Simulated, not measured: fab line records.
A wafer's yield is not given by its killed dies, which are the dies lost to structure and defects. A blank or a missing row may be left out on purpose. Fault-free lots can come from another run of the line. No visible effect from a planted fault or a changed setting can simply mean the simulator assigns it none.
fab line records + flow sfq-line
[record]
- lots = 15
- wafers = 44
- last-day = 81
route steps=325 shown L0@3 M2@98 M4@158 R5@226
lots untouched by any fault: they come from a run of this same line in which no faults occurred
start-h: hours from the record's opening day to when the first of the lot's shown wafers began + wait-h: how many hours have passed since the lot's step before this one + " the same as in the row above + L1.1+2: a row that stands for several wafers + - either no value or no given start + * or withheld: withheld + < > ~ a bound
route shown NAME@n: NAME is a module with steps in the file, n the number in the route of the first one + usual: mean/standard deviation taken from wafers without a fault + same: alike in all rows + chamber/n: place in a boat + sites: the reading at each site + _std_site: standard deviation of those values + _edge_site: outer sites' mean less inner sites' + radius-mm: how far each site lies from the wafer's centre + mask NAME#n: copy n + behind: the tool/chamber that last shaped the wafer + hold: why the lot was held/for how many hours/how that ended + device: the transistor (n, p or np) that didn't switch + end of line: tests of these same wafers at the route's end + a step with no rows: only its recipe + killed: the dies lost at the first sort to structure and to defects; this is not the yield of the wafer + map: a wafer's dies, marking killed ones x, the rest . and places with no die _
set.NAME: the run value of the setting; set.NAME@STEP: its run value at that earlier step + model.NAME: the simulator's own value behind a step, which no gauge read
route steps across a sampled set of lots; one table per step, one row per wafer
services: from which hour (start-h, from the record's first day; less than 0 if before it) a tool's chamber was out of use, for how many hours, and why
[[steps]]
[step SFQ_TRILAYER_L0_DEP_SPUTTER_003]
[recipe]
- material = MoNx_KI
- base-pressure-pa = 1.33e-06
- target-thk-nm = 40
- power-w = 800
- time-s = 100
- chamber-pressure-pa = 0.4
[usual]
- throttle-valve-pct = 30.0/1.6
| lot.wafer | tool           | chamber | start-h | wait-h | throttle-valve-pct |
|-----------|----------------|---------|---------|--------|--------------------|
| L220.2    | pvd-sputter-06 | -       | 12.49   | 0.0    | 28.7               |
| L220.4    | "              | -       | "       | "      | 28.6               |
| L220.6    | "              | -       | "       | "      | 28.9               |
| L221.3    | pvd-sputter-05 | -       | 17.49   | 0.0    | 32.7               |
| L221.4    | "              | -       | "       | "      | 29.7               |
| L221.5    | "              | -       | "       | "      | 30.1               |
| L222.3    | pvd-sputter-03 | -       | 22.49   | 0.0    | 28.1               |
| L222.4    | "              | -       | "       | "      | 28.1               |
| L222.5    | "              | -       | "       | "      | 28.2               |
| L223.1    | pvd-sputter-06 | -       | 27.49   | 0.0    | 29.3               |
| L223.5    | "              | -       | "       | "      | 29.0               |
| L223.6    | "              | -       | "       | "      | 29.1               |
| L224.2    | pvd-sputter-05 | -       | 32.49   | 0.0    | 29.9               |
| L224.3    | "              | -       | "       | "      | 29.5               |
| L224.5    | "              | -       | "       | "      | 29.7               |
| L225.4    | pvd-sputter-03 | -       | 37.49   | 0.0    | 27.9               |
| L225.5    | "              | -       | "       | "      | 28.0               |
| L225.6    | "              | -       | "       | "      | 30.6               |
| L226.3    | pvd-sputter-03 | -       | 42.49   | 0.0    | 32.1               |
| L226.4    | "              | -       | "       | "      | 30.6               |
| L226.5    | "              | -       | "       | "      | 27.8               |
| L227.1    | pvd-sputter-03 | -       | 47.49   | 0.0    | 28.2               |
| L227.3    | "              | -       | "       | "      | 32.1               |
| L227.6    | "              | -       | "       | "      | 32.5               |
| L228.1    | pvd-sputter-05 | -       | 52.49   | 0.0    | 32.8               |
| L228.2    | "              | -       | "       | "      | 29.7               |
| L228.4    | "              | -       | "       | "      | 28.8               |
| L229.1    | pvd-sputter-03 | -       | 57.49   | 0.0    | 30.6               |
| L229.5    | "              | -       | "       | "      | 32.4               |
| L231.1    | pvd-sputter-03 | -       | 67.49   | 0.0    | 28.1               |
| L231.4    | "              | -       | "       | "      | 30.9               |
| L231.5    | "              | -       | "       | "      | 30.6               |
| L233.1    | pvd-sputter-03 | -       | 77.49   | 0.0    | 28.2               |
| L233.3    | "              | -       | "       | "      | 30.5               |
| L233.4    | "              | -       | "       | "      | 32.2               |
| L239.2    | pvd-sputter-05 | -       | 107.49  | 0.0    | 29.7               |
| L239.3    | "              | -       | "       | "      | 32.5               |
| L239.5    | "              | -       | "       | "      | 28.9               |
| L240.2    | pvd-sputter-06 | -       | 112.49  | 0.0    | 28.9               |
| L240.4    | "              | -       | "       | "      | 30.9               |
| L240.5    | "              | -       | "       | "      | 28.9               |
| L243.2    | pvd-sputter-05 | -       | 127.49  | 0.0    | 29.9               |
| L243.4    | "              | -       | "       | "      | 29.2               |
| L243.5    | "              | -       | "       | "      | 29.9               |
[step SFQ_L0_RS_MEAS_901]
[recipe]
- thk-meas-gauge = four-point-probe
- reads = MoNx_KI_of_TRILAYER_L0_DEP_SPUTTER_003
[usual]
- L0_MONX_KI_RS = 43.4/0.37
| lot.wafer | tool          | chamber | start-h | wait-h | L0_MONX_KI_RS[ohm/sq] |
|-----------|---------------|---------|---------|--------|-----------------------|
| L220.2    | film-metro-04 | -       | 12.58   | 0.1    | 43.5                  |
| L220.4    | "             | -       | "       | "      | 43.7                  |
| L220.6    | "             | -       | "       | "      | 43.5                  |
| L221.3    | film-metro-02 | -       | 17.60   | 0.1    | 43.3                  |
| L221.4    | "             | -       | "       | "      | 43.2                  |
| L221.5    | "             | -       | "       | "      | 43.4                  |
| L222.3    | film-metro-04 | -       | 22.60   | 0.1    | 43.1                  |
| L222.4    | "             | -       | "       | "      | 43.2                  |
| L222.5    | "             | -       | "       | "      | 43.0                  |
| L223.1    | film-metro-02 | -       | 27.56   | 0.0    | 42.9                  |
| L223.5    | "             | -       | "       | "      | 42.9                  |
| L223.6    | "             | -       | "       | "      | 43.1                  |
| L224.2    | film-metro-02 | -       | 32.58   | 0.1    | 43.9                  |
| L224.3    | "             | -       | "       | "      | 43.7                  |
| L224.5    | "             | -       | "       | "      | 43.8                  |
| L225.4    | film-metro-02 | -       | 37.62   | 0.1    | 43.5                  |
| L225.5    | "             | -       | "       | "      | 42.9                  |
| L225.6    | "             | -       | "       | "      | 43.6                  |
| L226.3    | film-metro-02 | -       | 42.60   | 0.1    | 43.8                  |
| L226.4    | "             | -       | "       | "      | 43.4                  |
| L226.5    | "             | -       | "       | "      | 43.4                  |
| L227.1    | film-metro-01 | -       | 47.56   | 0.0    | 42.8                  |
| L227.3    | "             | -       | "       | "      | 43.4                  |
| L227.6    | "             | -       | "       | "      | 43.9                  |
| L228.1    | film-metro-02 | -       | 52.56   | 0.0    | 42.9                  |
| L228.2    | "             | -       | "       | "      | 42.9                  |
| L228.4    | "             | -       | "       | "      | 43.4                  |
| L229.1    | film-metro-01 | -       | 57.56   | 0.0    | 35.5                  |
| L229.5    | "             | -       | "       | "      | 43.4                  |
| L231.1    | film-metro-01 | -       | 67.56   | 0.0    | 36.2                  |
| L231.4    | "             | -       | "       | "      | 43.6                  |
| L231.5    | "             | -       | "       | "      | 43.9                  |
| L233.1    | film-metro-04 | -       | 77.56   | 0.0    | 36.2                  |
| L233.3    | "             | -       | "       | "      | 44.1                  |
| L233.4    | "             | -       | "       | "      | 44.1                  |
| L239.2    | film-metro-02 | -       | 107.58  | 0.1    | 42.7                  |
| L239.3    | "             | -       | "       | "      | 43.2                  |
| L239.5    | "             | -       | "       | "      | 43.6                  |
| L240.2    | film-metro-04 | -       | 112.58  | 0.1    | 43.9                  |
| L240.4    | "             | -       | "       | "      | 44.5                  |
| L240.5    | "             | -       | "       | "      | 43.7                  |
| L243.2    | film-metro-04 | -       | 127.58  | 0.1    | 42.6                  |
| L243.4    | "             | -       | "       | "      | 42.9                  |
| L243.5    | "             | -       | "       | "      | 42.6                  |
[step SFQ_L0_THK_MEAS_902]
[recipe]
- thk-meas-gauge = xrf
- reads = MoNx_KI_of_TRILAYER_L0_DEP_SPUTTER_003
[usual]
- L0_MONX_KI_THK = 40.8/0.39
| lot.wafer | tool          | chamber | start-h | wait-h | L0_MONX_KI_THK[nm] |
|-----------|---------------|---------|---------|--------|--------------------|
| L220.2    | film-metro-04 | -       | 12.69   | 0.1    | 40.6               |
| L220.4    | "             | -       | "       | "      | 40.4               |
| L220.6    | "             | -       | "       | "      | 40.6               |
| L221.3    | film-metro-02 | -       | 17.70   | 0.1    | 40.8               |
| L221.4    | "             | -       | "       | "      | 40.7               |
| L221.5    | "             | -       | "       | "      | 40.7               |
| L222.3    | film-metro-04 | -       | 22.70   | 0.1    | 41.0               |
| L222.4    | "             | -       | "       | "      | 40.7               |
| L222.5    | "             | -       | "       | "      | 41.1               |
| L223.1    | film-metro-02 | -       | 27.68   | 0.1    | 41.2               |
| L223.5    | "             | -       | "       | "      | 41.3               |
| L223.6    | "             | -       | "       | "      | 41.1               |
| L224.2    | film-metro-02 | -       | 32.69   | 0.1    | 40.5               |
| L224.3    | "             | -       | "       | "      | 40.6               |
| L224.5    | "             | -       | "       | "      | 40.4               |
| L225.4    | film-metro-02 | -       | 37.71   | 0.1    | 40.8               |
| L225.5    | "             | -       | "       | "      | 41.2               |
| L225.6    | "             | -       | "       | "      | 40.7               |
| L226.3    | film-metro-02 | -       | 42.70   | 0.1    | 40.6               |
| L226.4    | "             | -       | "       | "      | 40.9               |
| L226.5    | "             | -       | "       | "      | 40.8               |
| L227.1    | film-metro-01 | -       | 47.68   | 0.1    | 41.3               |
| L227.3    | "             | -       | "       | "      | 40.4               |
| L227.6    | "             | -       | "       | "      | 40.0               |
| L228.1    | film-metro-02 | -       | 52.68   | 0.1    | 41.3               |
| L228.2    | "             | -       | "       | "      | 41.2               |
| L228.4    | "             | -       | "       | "      | 40.8               |
| L229.1    | film-metro-01 | -       | 57.68   | 0.1    | 49.8               |
| L229.5    | "             | -       | "       | "      | 40.8               |
| L231.1    | film-metro-01 | -       | 67.68   | 0.1    | 48.9               |
| L231.4    | "             | -       | "       | "      | 40.2               |
| L231.5    | "             | -       | "       | "      | 40.4               |
| L233.1    | film-metro-04 | -       | 77.68   | 0.1    | 48.8               |
| L233.3    | "             | -       | "       | "      | 40.0               |
| L233.4    | "             | -       | "       | "      | 40.0               |
| L239.2    | film-metro-02 | -       | 107.69  | 0.1    | 41.5               |
| L239.3    | "             | -       | "       | "      | 40.8               |
| L239.5    | "             | -       | "       | "      | 40.8               |
| L240.2    | film-metro-04 | -       | 112.69  | 0.1    | 40.2               |
| L240.4    | "             | -       | "       | "      | 39.6               |
| L240.5    | "             | -       | "       | "      | 40.4               |
| L243.2    | film-metro-04 | -       | 127.69  | 0.1    | 41.6               |
| L243.4    | "             | -       | "       | "      | 41.5               |
| L243.5    | "             | -       | "       | "      | 41.7               |
[step SFQ_TRILAYER_L0_ETCH_METAL_ETCH_008]
[recipe]
- target = MoNx_KI
- stop-on = SiO2
- mask-material = PR
- chemistry = SF6/O2
- target-depth-nm = 50
- icp-w = 600
- bias-w = 80
- pressure-mtorr = 10
- time-s = 25
[usual]
- drypump-motor-current-A = 5.9/0.37
- oes-product-au = 0.875/0.0059
| lot.wafer | tool         | chamber | start-h | wait-h | drypump-motor-current-A | oes-product-au | rf-hours-counter-h |
|-----------|--------------|---------|---------|--------|-------------------------|----------------|--------------------|
| L220.2    | rie-metal-03 | 0       | 34.44   | 0.0    | 5.6                     | 0.874          | 19                 |
| L220.4    | "            | 0       | "       | "      | 5.6                     | 0.871          | -                  |
| L220.6    | "            | 1       | "       | "      | 6.3                     | 0.873          | -                  |
| L221.3    | rie-metal-02 | 0       | 36.86   | 0.0    | 6.5                     | 0.875          | -                  |
| L221.4    | "            | 1       | "       | "      | 5.2                     | 0.871          | -                  |
| L221.5    | "            | 1       | "       | "      | 5.2                     | 0.881          | -                  |
| L222.3    | rie-metal-01 | 1       | 78.88   | 0.0    | 5.7                     | 0.880          | -                  |
| L222.4    | "            | 0       | "       | "      | 5.8                     | 0.875          | -                  |
| L222.5    | "            | 1       | "       | "      | 5.7                     | 0.882          | -                  |
| L223.1    | rie-metal-01 | 1       | 88.02   | 0.0    | 5.7                     | 0.879          | 51                 |
| L223.5    | "            | 1       | "       | "      | 5.7                     | 0.880          | -                  |
| L223.6    | "            | 0       | "       | "      | 5.8                     | 0.877          | -                  |
| L224.2    | rie-metal-02 | 0       | 101.56  | 0.0    | 6.5                     | 0.867          | 136                |
| L224.3    | "            | 1       | "       | "      | 5.2                     | 0.872          | -                  |
| L224.5    | "            | 0       | "       | "      | 6.5                     | 0.875          | -                  |
| L225.4    | rie-metal-02 | 0       | 107.66  | 0.1    | 6.5                     | 0.877          | -                  |
| L225.5    | "            | 0       | "       | "      | 6.5                     | 0.886          | -                  |
| L225.6    | "            | 0       | "       | "      | 6.5                     | 0.878          | -                  |
| L226.3    | rie-metal-02 | 0       | 112.45  | 0.1    | 6.5                     | 0.863          | -                  |
| L226.4    | "            | 0       | "       | "      | 6.5                     | 0.877          | -                  |
| L226.5    | "            | 0       | "       | "      | 6.5                     | 0.869          | -                  |
| L227.1    | rie-metal-01 | 0       | 118.36  | 0.0    | 5.8                     | 0.877          | 22                 |
| L227.3    | "            | 0       | "       | "      | 5.8                     | 0.873          | -                  |
| L227.6    | "            | 1       | "       | "      | 5.8                     | 0.865          | -                  |
| L228.1    | rie-metal-01 | 1       | 124.36  | 0.0    | 5.7                     | 0.881          | 58                 |
| L228.2    | "            | 0       | "       | "      | 5.8                     | 0.878          | 23                 |
| L228.4    | "            | 1       | "       | "      | 5.8                     | 0.875          | -                  |
| L229.1    | rie-metal-01 | 1       | 130.36  | 0.0    | 5.7                     | 0.974          | 59                 |
| L229.5    | "            | 0       | "       | "      | 5.8                     | 0.876          | -                  |
| L231.1    | rie-metal-01 | 1       | 145.94  | 0.0    | 5.7                     | 0.972          | 61                 |
| L231.4    | "            | 0       | "       | "      | 5.8                     | 0.873          | -                  |
| L231.5    | "            | 1       | "       | "      | 5.7                     | 0.865          | -                  |
| L233.1    | rie-metal-01 | 1       | 157.94  | 0.0    | 5.7                     | 0.971          | 64                 |
| L233.3    | "            | 1       | "       | "      | 5.7                     | 0.871          | -                  |
| L233.4    | "            | 0       | "       | "      | 5.8                     | 0.864          | -                  |
| L239.2    | rie-metal-02 | 1       | 195.39  | 0.0    | 5.2                     | 0.887          | 11                 |
| L239.3    | "            | 0       | "       | "      | 6.5                     | 0.879          | -                  |
| L239.5    | "            | 1       | "       | "      | 5.2                     | 0.868          | -                  |
| L240.2    | rie-metal-01 | 1       | 200.19  | 0.0    | 5.8                     | 0.859          | 71                 |
| L240.4    | "            | 1       | "       | "      | 5.8                     | 0.859          | -                  |
| L240.5    | "            | 1       | "       | "      | 5.8                     | 0.870          | -                  |
| L243.2    | rie-metal-02 | 1       | 222.99  | 0.0    | 5.2                     | 0.883          | 15                 |
| L243.4    | "            | 1       | "       | "      | 5.2                     | 0.878          | -                  |
| L243.5    | "            | 1       | "       | "      | 5.2                     | 0.884          | -                  |
[step SFQ_M2_OVL_MEAS_916]
[usual]
- M2_OVL = -1/4.9
| lot.wafer | tool       | chamber | start-h | wait-h | M2_OVL[nm] |
|-----------|------------|---------|---------|--------|------------|
| L220.2    | overlay-02 | -       | 537.93  | 0.1    | 2          |
| L220.4    | "          | -       | "       | "      | 4          |
| L220.6    | "          | -       | "       | "      | 1          |
| L221.3    | overlay-02 | -       | 541.53  | 0.1    | 6          |
| L221.4    | "          | -       | "       | "      | 7          |
| L221.5    | "          | -       | "       | "      | 3          |
| L222.3    | overlay-02 | -       | 545.13  | 0.1    | -1         |
| L222.4    | "          | -       | "       | "      | 1          |
| L222.5    | "          | -       | "       | "      | -2         |
| L223.1    | overlay-02 | -       | 693.82  | 0.1    | -8         |
| L223.5    | "          | -       | "       | "      | -4         |
| L223.6    | "          | -       | "       | "      | 2          |
| L224.2    | overlay-01 | -       | 703.43  | 0.1    | -7         |
| L224.3    | "          | -       | "       | "      | -4         |
| L224.5    | "          | -       | "       | "      | -1         |
| L225.4    | overlay-01 | -       | 710.64  | 0.1    | 12         |
| L225.5    | "          | -       | "       | "      | 2          |
| L225.6    | "          | -       | "       | "      | 1          |
| L226.3    | overlay-01 | -       | 714.23  | 0.1    | -3         |
| L226.4    | "          | -       | "       | "      | 3          |
| L226.5    | "          | -       | "       | "      | -6         |
| L227.1    | overlay-01 | -       | 717.82  | 0.1    | -2         |
| L227.3    | "          | -       | "       | "      | -5         |
| L227.6    | "          | -       | "       | "      | 0          |
| L228.1    | overlay-02 | -       | 721.42  | 0.1    | 0          |
| L228.2    | "          | -       | "       | "      | -6         |
| L228.4    | "          | -       | "       | "      | 0          |
| L229.1    | overlay-02 | -       | 727.42  | 0.1    | 1          |
| L229.5    | "          | -       | "       | "      | 7          |
| L231.1    | overlay-02 | -       | 732.22  | 0.1    | -3         |
| L231.4    | "          | -       | "       | "      | -2         |
| L231.5    | "          | -       | "       | "      | -8         |
| L233.1    | overlay-01 | -       | 738.06  | 0.1    | -3         |
| L233.3    | "          | -       | "       | "      | 3          |
| L233.4    | "          | -       | "       | "      | -6         |
| L239.2    | overlay-01 | -       | 749.15  | 0.1    | 3          |
| L239.3    | "          | -       | "       | "      | 2          |
| L239.5    | "          | -       | "       | "      | 9          |
| L240.2    | overlay-02 | -       | 750.35  | 0.1    | -9         |
| L240.4    | "          | -       | "       | "      | -6         |
| L240.5    | "          | -       | "       | "      | -3         |
| L243.2    | overlay-02 | -       | 755.15  | 0.1    | -1         |
| L243.4    | "          | -       | "       | "      | -3         |
| L243.5    | "          | -       | "       | "      | 1          |
[step SFQ_M4_OVL_MEAS_926]
[usual]
- M4_OVL = -1/6.2
| lot.wafer | tool       | chamber | start-h | wait-h | M4_OVL[nm] |
|-----------|------------|---------|---------|--------|------------|
| L220.2    | overlay-02 | -       | 854.36  | 0.1    | 6          |
| L220.4    | "          | -       | "       | "      | 8          |
| L220.6    | "          | -       | "       | "      | 9          |
| L221.3    | overlay-02 | -       | 856.17  | 0.1    | -5         |
| L221.4    | "          | -       | "       | "      | 1          |
| L221.5    | "          | -       | "       | "      | -2         |
| L222.3    | overlay-02 | -       | 860.97  | 0.1    | 0          |
| L222.4    | "          | -       | "       | "      | -3         |
| L222.5    | "          | -       | "       | "      | 1          |
| L223.1    | overlay-02 | -       | 875.18  | 0.1    | -9         |
| L223.5    | "          | -       | "       | "      | -7         |
| L223.6    | "          | -       | "       | "      | -4         |
| L224.2    | overlay-01 | -       | 885.99  | 0.1    | 3          |
| L224.3    | "          | -       | "       | "      | 16         |
| L224.5    | "          | -       | "       | "      | 11         |
| L225.4    | overlay-01 | -       | 910.55  | 0.1    | 1          |
| L225.5    | "          | -       | "       | "      | 6          |
| L225.6    | "          | -       | "       | "      | -3         |
| L226.3    | overlay-02 | -       | 918.94  | 0.1    | 3          |
| L226.4    | "          | -       | "       | "      | 4          |
| L226.5    | "          | -       | "       | "      | 8          |
| L227.1    | overlay-02 | -       | 921.33  | 0.1    | -1         |
| L227.3    | "          | -       | "       | "      | 0          |
| L227.6    | "          | -       | "       | "      | -1         |
| L228.1    | overlay-01 | -       | 1034.25 | 0.1    | -1         |
| L228.2    | "          | -       | "       | "      | 7          |
| L228.4    | "          | -       | "       | "      | -2         |
| L229.1    | overlay-01 | -       | 1064.25 | 0.1    | 2          |
| L229.5    | "          | -       | "       | "      | 8          |
| L231.1    | overlay-02 | -       | 1076.18 | 0.1    | -12        |
| L231.4    | "          | -       | "       | "      | -10        |
| L231.5    | "          | -       | "       | "      | -15        |
| L233.1    | overlay-01 | -       | 1165.73 | 0.1    | 6          |
| L233.3    | "          | -       | "       | "      | 5          |
| L233.4    | "          | -       | "       | "      | -5         |
| L239.2    | overlay-01 | -       | 1174.14 | 0.1    | -3         |
| L239.3    | "          | -       | "       | "      | -4         |
| L239.5    | "          | -       | "       | "      | -7         |
| L240.2    | overlay-01 | -       | 1176.54 | 0.1    | -14        |
| L240.4    | "          | -       | "       | "      | -12        |
| L240.5    | "          | -       | "       | "      | -3         |
| L243.2    | overlay-02 | -       | 1294.31 | 0.1    | 5          |
| L243.4    | "          | -       | "       | "      | 12         |
| L243.5    | "          | -       | "       | "      | 1          |
[step SFQ_TRILAYER_R5_STRIP_STRIP_140]
[recipe]
- gas = O2
- power-w = 200
- platen-temp-c = 40
- overash-fraction = 0.65
- chemistry = O2
- pressure-mtorr = 50
[usual]
- drypump-motor-current-A = 5.9/0.31
- oes-product-au = 1.002/0.0097
| lot.wafer | tool         | chamber | start-h | wait-h | drypump-motor-current-A | oes-product-au | rf-hours-counter-h |
|-----------|--------------|---------|---------|--------|-------------------------|----------------|--------------------|
| L220.2    | rie-metal-01 | 1       | 1108.28 | 0.0    | 5.8                     | 0.999          | 50                 |
| L220.4    | "            | 0       | "       | "      | 5.8                     | 0.998          | -                  |
| L220.6    | "            | 1       | "       | "      | 5.8                     | 0.999          | -                  |
| L221.3    | rie-metal-04 | 0       | 1109.68 | 0.2    | 6.3                     | 1.013          | -                  |
| L221.4    | "            | 1       | "       | "      | 5.7                     | 0.988          | -                  |
| L221.5    | "            | 1       | "       | "      | 5.7                     | 0.981          | -                  |
| L222.3    | rie-metal-01 | 0       | 1110.88 | 0.2    | 5.8                     | 1.005          | -                  |
| L222.4    | "            | 1       | "       | "      | 5.7                     | 0.997          | -                  |
| L222.5    | "            | 0       | "       | "      | 5.8                     | 1.013          | -                  |
| L223.1    | rie-metal-04 | 1       | 1111.88 | 0.0    | 5.7                     | 0.985          | 21                 |
| L223.5    | "            | 0       | "       | "      | 6.3                     | 1.007          | -                  |
| L223.6    | "            | 1       | "       | "      | 5.7                     | 0.989          | -                  |
| L224.2    | rie-metal-01 | 0       | 1113.08 | 0.0    | 5.8                     | 1.001          | 22                 |
| L224.3    | "            | 0       | "       | "      | 5.8                     | 0.999          | -                  |
| L224.5    | "            | 0       | "       | "      | 5.8                     | 1.010          | -                  |
| L225.4    | rie-metal-04 | 0       | 1115.68 | 0.2    | 6.3                     | 1.002          | -                  |
| L225.5    | "            | 1       | "       | "      | 5.7                     | 0.991          | -                  |
| L225.6    | "            | 0       | "       | "      | 6.3                     | 1.016          | -                  |
| L226.3    | rie-metal-03 | 0       | 1118.08 | 0.2    | 5.5                     | 0.990          | -                  |
| L226.4    | "            | 1       | "       | "      | 6.3                     | 0.999          | -                  |
| L226.5    | "            | 1       | "       | "      | 6.3                     | 1.006          | -                  |
| L227.1    | rie-metal-04 | 1       | 1120.28 | 0.0    | 5.7                     | 0.995          | 22                 |
| L227.3    | "            | 0       | "       | "      | 6.3                     | 1.025          | -                  |
| L227.6    | "            | 0       | "       | "      | 6.3                     | 1.012          | -                  |
| L228.1    | rie-metal-03 | 0       | 1127.48 | 0.0    | 5.5                     | 0.992          | 38                 |
| L228.2    | "            | 1       | "       | "      | 6.3                     | 0.997          | 6                  |
| L228.4    | "            | 1       | "       | "      | 6.3                     | 0.999          | -                  |
| L229.1    | rie-metal-03 | 0       | 1149.08 | 0.0    | 5.6                     | 0.987          | 42                 |
| L229.5    | "            | 0       | "       | "      | 5.6                     | 0.990          | -                  |
| L231.1    | rie-metal-04 | 1       | 1187.40 | 0.0    | 5.7                     | 1.011          | 33                 |
| L231.4    | "            | 0       | "       | "      | 6.3                     | 1.005          | -                  |
| L231.5    | "            | 0       | "       | "      | 6.3                     | 1.013          | -                  |
| L233.1    | rie-metal-04 | 1       | 1449.97 | 0.0    | 5.7                     | 0.996          | 75                 |
| L233.3    | "            | 0       | "       | "      | 6.3                     | 1.010          | -                  |
| L233.4    | "            | 1       | "       | "      | 5.7                     | 0.996          | -                  |
| L239.2    | rie-metal-03 | 0       | 1541.05 | 0.0    | 5.5                     | 1.004          | 99                 |
| L239.3    | "            | 0       | "       | "      | 5.5                     | 1.002          | -                  |
| L239.5    | "            | 0       | "       | "      | 5.5                     | 1.003          | -                  |
| L240.2    | rie-metal-04 | 1       | 1543.45 | 0.0    | 5.7                     | 0.993          | 89                 |
| L240.4    | "            | 0       | "       | "      | 6.3                     | 1.010          | -                  |
| L240.5    | "            | 0       | "       | "      | 6.3                     | 1.026          | -                  |
| L243.2    | rie-metal-03 | 1       | 1551.85 | 0.0    | 6.3                     | 1.002          | 65                 |
| L243.4    | "            | 0       | "       | "      | 5.6                     | 0.999          | -                  |
| L243.5    | "            | 1       | "       | "      | 6.3                     | 1.008          | -                  |
[[services]]
| tool           | chamber | start-h | hours | kind   |
|----------------|---------|---------|-------|--------|
| pvd-sputter-03 | -       | -3.49   | 0.7   | repair |
| rie-metal-04   | -       | 50.19   | 1.2   | repair |
| pvd-sputter-03 | -       | 59.07   | 7.8   | repair |
| pvd-sputter-03 | -       | 68.72   | 4.0   | repair |
| pvd-sputter-03 | -       | 189.83  | 4.6   | repair |
| rie-metal-04   | 1       | 246.56  | 21.5  | repair |
| pvd-sputter-03 | -       | 287.11  | 3.2   | repair |
| pvd-sputter-03 | -       | 398.44  | 50.1  | repair |
| rie-metal-04   | 0       | 404.19  | 1.8   | repair |
| rie-metal-01   | -       | 533.91  | 2.8   | pm     |
| rie-metal-01   | -       | 572.83  | 2.1   | repair |
| rie-metal-04   | 0       | 585.07  | 8.9   | repair |
| rie-metal-04   | -       | 603.92  | 14.6  | pm     |
| rie-metal-01   | -       | 652.68  | 4.0   | pm     |
| rie-metal-04   | -       | 670.93  | 1.4   | pm     |
| rie-metal-01   | 0       | 679.05  | 3.2   | repair |
| rie-metal-04   | -       | 779.35  | 2.8   | pm     |
| rie-metal-04   | 1       | 806.48  | 1.3   | repair |
| rie-metal-04   | 0       | 813.30  | 3.0   | repair |
| rie-metal-01   | -       | 1037.22 | 4.5   | repair |
| rie-metal-01   | 1       | 1255.69 | 4.8   | repair |
| rie-metal-04   | -       | 1313.00 | 1.2   | repair |
| rie-metal-01   | -       | 1422.01 | 0.2   | repair |
| rie-metal-01   | -       | 1440.84 | 1.4   | pm     |
[[key]]
[first-sign]
- step = SFQ_L0_RS_MEAS_901
- reading = L0_MONX_KI_RS
- direction = down
- sigmas = 20
- usual = 43.4
- struck = 36.0
[effect]
- step = SFQ_L0_THK_MEAS_902
- reading = L0_MONX_KI_THK
- direction = up
- sigmas = 21
- usual = 40.8
- struck = 49.1
[effect]
- step = SFQ_TRILAYER_L0_ETCH_METAL_ETCH_008
- reading = oes-product-au
- direction = up
- sigmas = 16
- usual = 0.875
- struck = 0.972
met-at SFQ_TRILAYER_L0_DEP_SPUTTER_003
struck-lots L229,L231,L233
struck-wafers L229.1,L231.1,L233.1
not-acting-at SFQ_M2_OVL_MEAS_916,SFQ_M4_OVL_MEAS_926,SFQ_TRILAYER_R5_STRIP_STRIP_140
onset-between 47.49 57.49
[fault]
- kind = process-parameter-drift
- tool = pvd-sputter-03
- chamber = -
- onset-h = 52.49
- steps = SFQ_TRILAYER_L0_DEP_SPUTTER_003
- channel = time-s
- offset = *
- shape = step
- end-h = 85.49
- scope = struck-wafers-only
- acts-in = *
- stated = *
